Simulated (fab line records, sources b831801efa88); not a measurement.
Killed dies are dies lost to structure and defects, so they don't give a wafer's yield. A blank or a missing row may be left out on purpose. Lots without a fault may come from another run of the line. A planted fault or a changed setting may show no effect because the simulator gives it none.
A struck lot beside a sound one | flow sky130 | 28 steps out of a route of 708
Sound: wafers L412.1, L412.5, L412.6. Struck: wafers L400.2, L400.3, L400.4. The cause comes at the end.
At each step with rows: each side's tool, then ch and its chambers, then its first start. Under that, the readings that differ: sound wafers | struck wafers | difference of the means | sigmas: that difference in standard deviations of wafers without a fault.
alike: readings whose means differ by less than 2 such deviations, and words and numbers that are the same on both sides. not compared: withheld readings, readings that some wafer has no value for, bounds like >300 that may hide the same value, and numbers for which the record gives no deviation and whose values overlap.
The two part at a step that has a row with sigmas, a row that says differs or no value, or rows on one side only. Numbers that don't overlap but have no deviation are shown without sigmas and don't part them. A reading that every wafer of one side lacks parts them only if that side has two wafers or more.

first, 8 steps without rows for these wafers: SKY_LOCAL_INTERCONNECT_ETCH_13 (etches BARC in N2/H2, stops on SiO2, time 45.9 s, target depth 60 nm); SKY_LOCAL_INTERCONNECT_METAL_ETCH_14 (etches TiN in Cl2/BCl3, stops on PSG, target depth 110 nm, time 31.4 s); SKY_LOCAL_INTERCONNECT_STRIP_15 (strips in O2/N2); SKY_LOCAL_INTERCONNECT_STRIP_16 (strips in post etch residue remover, time 1200 s); SKY_LOCAL_INTERCONNECT_CLEAN_17 (cleans in IPA, time 180 s); SKY_LOCAL_INTERCONNECT_CLEAN_18 (cleans in O3/DIW); SKY_CONTACT_CVD_00 (deposits Si3N4, target thk 75 nm); SKY_CONTACT_HDPCVD_02 (deposits SiO2, target thk 565 nm, time 94.2 s).
SKY_CONTACT_CMP_04: polishes SiO2.
  sound on cmp-02 ch 1,2, day 36 11:57; struck on cmp-02 ch 0,1,2, day 33 13:39
  no value came back on the struck wafers for edge_zone_pressure_frac, head_pressure_psi (psi), motor_current_A (A), time_to_endpoint_s (s); on the sound wafers edge_zone_pressure_frac reads 0.990 0.990 0.985
  reading                                     | sound           | struck          | difference | sigmas
  model.SiO2_of_CONTACT_HDPCVD_02.thk_nm (nm) | 341.5 341 341.9 | 558.4 559 563.2 | +218.7     |
then, 9 steps without rows for these wafers: SKY_CONTACT_DEHYDRATE_06 (time 60 s); SKY_CONTACT_HMDS_07 (prime time 60 s); SKY_CONTACT_COAT_08 (resist thk 60 nm); SKY_CONTACT_COAT_09 (resist thk 450 nm); SKY_CONTACT_SOFTBAKE_10 (time 90 s); SKY_CONTACT_EXPOSE_11 (exposes mask CTM1, target cd 170 nm); SKY_CONTACT_PEB_12; SKY_CONTACT_DEVELOP_13 (develop time 60 s); SKY_CONTACT_ETCH_16 (etches BARC in N2/H2, stops on SiO2, time 45.9 s, target depth 60 nm).
SKY_CONTACT_ETCH_17: etches SiO2 in C4F8/O2/Ar, stops on Si3N4, target depth 340 nm.
  sound on rie_diel-01 ch 1,2,3, day 37 13:49; struck on rie_diel-04 ch 0,1,2, day 34 17:01
  reading                             | sound             | struck            | difference | sigmas
  oes_product_au (a.u.)               | 0.894 0.902 0.898 | 1.604 1.632 1.649 | +0.730     | +99 or more
  model.etch.depth_nm (nm)            | 341.5 341 341.9   | 404.9 411.7 417.5 | +69.9      |
  model.CONTACT.feature_depth_nm (nm) | 341.9 341.5 342.4 | 404.9 411.7 417.5 | +69.4      |
  alike: chamber_pressure_mTorr
then, 7 steps without rows for these wafers: SKY_CONTACT_ETCH_18 (etches Si3N4 in CHF3/O2, stops on TiN, time 39 s, target depth 75 nm); SKY_CONTACT_STRIP_19 (strips in O2/N2); SKY_CONTACT_STRIP_20 (strips in post etch residue remover, time 1200 s); SKY_CONTACT_CLEAN_21 (cleans in IPA, time 180 s); SKY_CONTACT_CLEAN_22 (cleans in O3/DIW); SKY_CONTACT_SPUTTER_23 (material TiN, target thk 20 nm, time 80 s); SKY_CONTACT_CVD_24 (deposits W, target thk 340 nm, time 102.12 s).
SKY_CONTACT_CMP_27: polishes, stops on SiO2, t overpolish 15 s, target thk 0 nm.
  sound on cmp-01 ch 0,3, day 37 14:54; struck on cmp-02 ch 1,2,3, day 34 18:03
  reading                                     | sound             | struck            | difference | sigmas
  model.SiO2_of_CONTACT_HDPCVD_02.thk_nm (nm) | 338.3 337.8 338.7 | 555.2 555.8 560.1 | +218.8     |
  alike: edge_zone_pressure_frac, head_pressure_psi, motor_current_A
-- the record jumps here: 13 days lie between the struck wafers' starts before and after (it left off in module CONTACT and takes up again in module PAD_OPEN, whose first step shown is number 708 of the route) --
SKY_PAD_OPEN_PROBE_99:
  sound on prober-02, day 50 03:28; struck on prober-02, day 48 04:15
  reading            | sound    | struck      | difference | sigmas
  killed_at_contacts | 21 29 20 | 440 426 435 | +410       | +76
  killed_dies        | 84 92 59 | 492 492 492 | +414       | +42
  killed_on_rim      | 23 16 15 | 96 96 96    | +78        | +20
  alike: killed_at_M0_to_M3, killed_at_M4_up, killed_at_front_end, killed_at_other, killed_open, killed_short

WHERE THEY PART
First at SKY_CONTACT_CMP_04; last, within this record, at SKY_PAD_OPEN_PROBE_99.

WHY: what the simulator had put in
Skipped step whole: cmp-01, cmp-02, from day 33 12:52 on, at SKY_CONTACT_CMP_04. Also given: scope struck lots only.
